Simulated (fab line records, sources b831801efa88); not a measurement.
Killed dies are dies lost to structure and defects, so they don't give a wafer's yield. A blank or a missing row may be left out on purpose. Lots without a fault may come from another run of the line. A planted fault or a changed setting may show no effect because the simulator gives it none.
Which tool did it? | flow gf180mcu | 15 lots, 45 wafers sampled, at 7 steps of a route of 602

WHAT THE GAUGES READ, wafer by wafer
GF_VT_IMPLANT_TW_MEAS_10. Usual: VT_IMPLANT_TW 563, standard deviation 4.6.
lot  | measured     | on            | VT_IMPLANT_TW | flag
L587 | day 5 17:23  | film_metro-03 | 566 564 562   |
L588 | day 5 23:12  | film_metro-02 | 567 567 561   |
L589 | day 6 10:26  | film_metro-02 | 568 564 568   |
L590 | day 6 10:44  | film_metro-03 | 555 555 558   |
L591 | day 7 00:50  | film_metro-01 | 568 569 569   |
L592 | day 7 01:44  | film_metro-03 | 557 558 556   |
L595 | day 7 20:53  | film_metro-03 | 557 557 557   |
L597 | day 8 07:13  | film_metro-02 | 567 566 561   |
L598 | day 8 11:38  | film_metro-02 | 565 565 565   |
L599 | day 8 21:03  | film_metro-01 | 571 571 573   |
L602 | day 9 11:32  | film_metro-03 | 556 560 559   |
L603 | day 9 17:05  | film_metro-01 | 567 568 570   |
L604 | day 10 00:38 | film_metro-01 | 563 569 564   |
L605 | day 10 08:32 | film_metro-02 | 560 563 564   |
L609 | day 11 08:35 | film_metro-03 | 560 561 562   |

GF_VT_IMPLANT_RS_MEAS_46: measures by four-point-probe. Usual: MVSD_RS 456.4 ohm/sq, standard deviation 1.1.
lot  | measured     | on            | MVSD_RS (ohm/sq)  | flag
L587 | day 7 15:41  | film_metro-03 | 455.6 455.8 454.8 |
L588 | day 7 21:47  | film_metro-04 | 455.8 457.6 457.4 |
L589 | day 8 11:34  | film_metro-04 | 456.6 456.8 456.7 |
L590 | day 8 11:55  | film_metro-03 | 456.8 455.6 455.4 |
L591 | day 9 01:52  | film_metro-03 | 456.3 457.3 456.8 |
L592 | day 9 03:50  | film_metro-03 | 454.7 457.7 456.0 |
L595 | day 10 01:07 | film_metro-03 | 455.7 456.8 456.2 |
L597 | day 10 10:43 | film_metro-04 | 133.1 132.9 133.1 | OFF
L598 | day 10 15:46 | film_metro-04 | 133.0 133.1 133.3 | OFF
L599 | day 11 02:05 | film_metro-04 | 133.3 133.4 133.1 | OFF
L602 | day 11 18:02 | film_metro-03 | 454.4 453.1 453.9 |
L603 | day 12 01:09 | film_metro-03 | 457.1 456.7 455.8 |
L604 | day 12 07:54 | film_metro-04 | 457.4 457.1 457.3 |
L605 | day 12 16:34 | film_metro-02 | 455.9 455.6 455.7 |
L609 | day 13 10:14 | film_metro-02 | 456.3 455.9 457.4 |

GF_VT_IMPLANT_RS_MEAS_47: measures by four-point-probe. Usual: NWELL_RS 487.4 ohm/sq, standard deviation 1.2.
lot  | measured     | on            | NWELL_RS (ohm/sq) | flag
L587 | day 7 15:49  | film_metro-03 | 486.3 486.5 487.5 |
L588 | day 7 21:55  | film_metro-04 | 486.8 486.9 487.6 |
L589 | day 8 11:41  | film_metro-04 | 488.2 487.6 488.6 |
L590 | day 8 12:02  | film_metro-03 | 484.7 485.1 485.0 |
L591 | day 9 01:59  | film_metro-03 | 487.5 487.2 486.7 |
L592 | day 9 03:57  | film_metro-03 | 487.6 488.2 487.0 |
L595 | day 10 01:14 | film_metro-03 | 488.3 487.3 487.6 |
L597 | day 10 10:50 | film_metro-04 | 132.8 133.0 133.2 | OFF
L598 | day 10 15:53 | film_metro-04 | 133.0 133.1 132.9 | OFF
L599 | day 11 02:13 | film_metro-04 | 133.1 133.0 133.1 | OFF
L602 | day 11 18:10 | film_metro-03 | 490.0 488.6 490.9 |
L603 | day 12 01:16 | film_metro-03 | 487.1 485.9 487.2 |
L604 | day 12 08:01 | film_metro-04 | 488.6 486.9 488.3 |
L605 | day 12 16:41 | film_metro-02 | 487.7 487.6 486.9 |
L609 | day 13 10:22 | film_metro-02 | 486.7 484.6 486.3 |

GF_VT_IMPLANT_RS_MEAS_48: measures by four-point-probe. Usual: LVPWELL_RS 1193 ohm/sq, standard deviation 3.9.
lot  | measured     | on            | LVPWELL_RS (ohm/sq) | flag
L587 | day 7 15:56  | film_metro-03 | 1189 1191 1186      |
L588 | day 7 22:02  | film_metro-04 | 1197 1198 1195      |
L589 | day 8 11:48  | film_metro-04 | 1199 1193 1194      |
L590 | day 8 12:10  | film_metro-03 | 1187 1187 1187      |
L591 | day 9 02:06  | film_metro-03 | 1188 1187 1191      |
L592 | day 9 04:04  | film_metro-03 | 1195 1190 1193      |
L595 | day 10 01:21 | film_metro-03 | 1188 1187 1190      |
L597 | day 10 10:58 | film_metro-04 | 133 133 133         | OFF
L598 | day 10 16:01 | film_metro-04 | 133 133 133         | OFF
L599 | day 11 02:20 | film_metro-04 | 133 133 133         | OFF
L602 | day 11 18:17 | film_metro-03 | 1188 1191 1192      |
L603 | day 12 01:23 | film_metro-03 | 1194 1194 1194      |
L604 | day 12 08:08 | film_metro-04 | 1197 1200 1200      |
L605 | day 12 16:48 | film_metro-02 | 1196 1195 1194      |
L609 | day 13 10:29 | film_metro-02 | 1192 1194 1193      |

GF_DUAL_GATE_THK_MEAS_03. Usual: DUAL_GATE_OXIDATION_00_THK 10.96 nm, standard deviation 0.18.
lot  | measured     | on            | DUAL_GATE_OXIDATION_00_THK (nm) | flag
L587 | day 7 18:59  | film_metro-01 | 10.81 10.93 11.10               |
L588 | day 7 23:58  | film_metro-04 | 10.85 10.85 10.77               |
L589 | day 8 16:19  | film_metro-01 | 11.32 10.99 10.92               |
L590 | day 8 16:19  | film_metro-04 | 10.88 10.96 10.96               |
L591 | day 9 04:35  | film_metro-03 | 10.94 11.10 11.30               |
L592 | day 9 06:19  | film_metro-01 | 10.98 11.08 10.95               |
L595 | day 10 03:13 | film_metro-03 | 11.13 11.36 11.13               |
L602 | day 11 20:46 | film_metro-03 | 11.03 10.96 10.93               |
L603 | day 12 03:59 | film_metro-04 | 10.95 10.96 10.99               |
L604 | day 12 10:11 | film_metro-01 | 10.67 10.75 10.78               |
L605 | day 12 18:40 | film_metro-01 | 10.89 10.96 10.82               |
L609 | day 13 14:11 | film_metro-04 | 11.28 11.03 11.04               |

GF_POLY_GATE_THK_MEAS_01. Usual: POLY_GATE_CVD_00_THK 199.9 nm, standard deviation 2.1.
lot  | measured     | on            | POLY_GATE_CVD_00_THK (nm) | flag
L587 | day 8 14:48  | film_metro-04 | 200.0 199.6 199.5         |
L588 | day 8 19:20  | film_metro-04 | 197.6 197.8 198.4         |
L589 | day 9 13:24  | film_metro-02 | 199.2 199.9 199.8         |
L590 | day 9 13:24  | film_metro-01 | 200.6 201.7 199.8         |
L591 | day 10 00:41 | film_metro-02 | 198.1 200.3 199.7         |
L592 | day 10 02:29 | film_metro-02 | 200.6 198.8 200.8         |
L595 | day 11 00:44 | film_metro-02 | 198.4 196.4 199.9         |
L602 | day 12 18:20 | film_metro-04 | 201.9 202.5 202.0         |
L603 | day 13 01:55 | film_metro-02 | 202.1 200.6 201.9         |
L604 | day 13 09:42 | film_metro-02 | 201.0 201.0 202.3         |
L605 | day 13 12:35 | film_metro-04 | 196.7 197.5 197.6         |
L609 | day 14 10:26 | film_metro-04 | 197.9 195.9 195.9         |

WHICH TOOL RAN EACH LOT (tool, then ch and the chambers of the sampled wafers, then the start)
lot  | GF_VT_IMPLANT_RTA_45
L587 | rtp_anneal-02 ch 0, day 7 15:29
L588 | rtp_anneal-02 ch 0, day 7 21:41
L589 | rtp_anneal-01 ch 0, day 8 11:28
L590 | rtp_anneal-02 ch 0, day 8 11:49
L591 | rtp_anneal-01 ch 0, day 9 01:46
L592 | rtp_anneal-02 ch 0, day 9 03:44
L595 | rtp_anneal-01 ch 0, day 10 01:01
L597 | rtp_anneal-02, day 10 10:37
L598 | rtp_anneal-02, day 10 15:40
L599 | rtp_anneal-01, day 11 01:59
L602 | rtp_anneal-02 ch 0, day 11 17:56
L603 | rtp_anneal-01 ch 0, day 12 01:02
L604 | rtp_anneal-01 ch 0, day 12 07:47
L605 | rtp_anneal-01 ch 0, day 12 16:27
L609 | rtp_anneal-01 ch 0, day 13 10:08
- GF_VT_IMPLANT_RTA_45: time 30 s.

WHAT THE TOOLS THEMSELVES READ (means of the sampled wafers that have a number; where no wafer has one, the mark that the record gives instead)
GF_VT_IMPLANT_RTA_45. Usual: anneal_temp_c_max 1055.7, standard deviation 1.5; chamber_o2_ppm 2.000, standard deviation 0.02; lamp_power_pct 37 %, standard deviation 5.9; wafer_temp_C_max 1053.7, standard deviation 0.78.
lot  | tool          | anneal_temp_c_max | chamber_o2_ppm | lamp_power_pct (%) | wafer_temp_C_max | flag
L587 | rtp_anneal-02 | 1056.7            | 1.998          | 30                 | 1053.9           |
L588 | rtp_anneal-02 | 1056.6            | 2.015          | 30                 | 1053.8           |
L589 | rtp_anneal-01 | 1054.0            | 2.029          | 42                 | 1052.9           |
L590 | rtp_anneal-02 | 1056.2            | 1.998          | 30                 | 1053.7           |
L591 | rtp_anneal-01 | 1053.7            | 2.008          | 42                 | 1053.9           |
L592 | rtp_anneal-02 | 1056.8            | 1.996          | 30                 | 1053.5           |
L595 | rtp_anneal-01 | 1054.5            | 2.032          | 42                 | 1053.0           |
L597 | rtp_anneal-02 | -                 | -              | -                  | -                | OFF
L598 | rtp_anneal-02 | -                 | -              | -                  | -                | OFF
L599 | rtp_anneal-01 | -                 | -              | -                  | -                | OFF
L602 | rtp_anneal-02 | 1057.2            | 2.017          | 30                 | 1054.1           |
L603 | rtp_anneal-01 | 1053.9            | 1.991          | 42                 | 1054.0           |
L604 | rtp_anneal-01 | 1054.6            | 1.999          | 42                 | 1053.2           |
L605 | rtp_anneal-01 | 1054.1            | 2.034          | 42                 | 1053.7           |
L609 | rtp_anneal-01 | 1054.4            | 1.973          | 42                 | 1052.5           |

THE ANSWER, worked out from the rows above alone
Rule: a lot is off if the mean of its wafers that have a number lies more than 3 standard deviations from the usual mean. A lot without any number at a reading at which 4 lots or more have one is off too. The other lots that the step has rows for count as sound. The gauges are gone through in route order, then the tools' own readings, and for those a lot's mean is taken as printed above. The first step at which some lot is off is used, and at that step the reading that is off furthest; a lot without a number counts as furthest.
Off: L597, L598, L599, at GF_VT_IMPLANT_RS_MEAS_46 (MVSD_RS).
A tool fits if, at a process step before that reading, it ran every lot that is off, and no sound lot after the first of them. The gauges at GF_VT_IMPLANT_RS_MEAS_46 aren't tried: what is off there is off at GF_VT_IMPLANT_RTA_45 too, on other tools, and a gauge's error can't cause that. None of those tried fits.

WHAT THE SIMULATOR HAD PUT IN
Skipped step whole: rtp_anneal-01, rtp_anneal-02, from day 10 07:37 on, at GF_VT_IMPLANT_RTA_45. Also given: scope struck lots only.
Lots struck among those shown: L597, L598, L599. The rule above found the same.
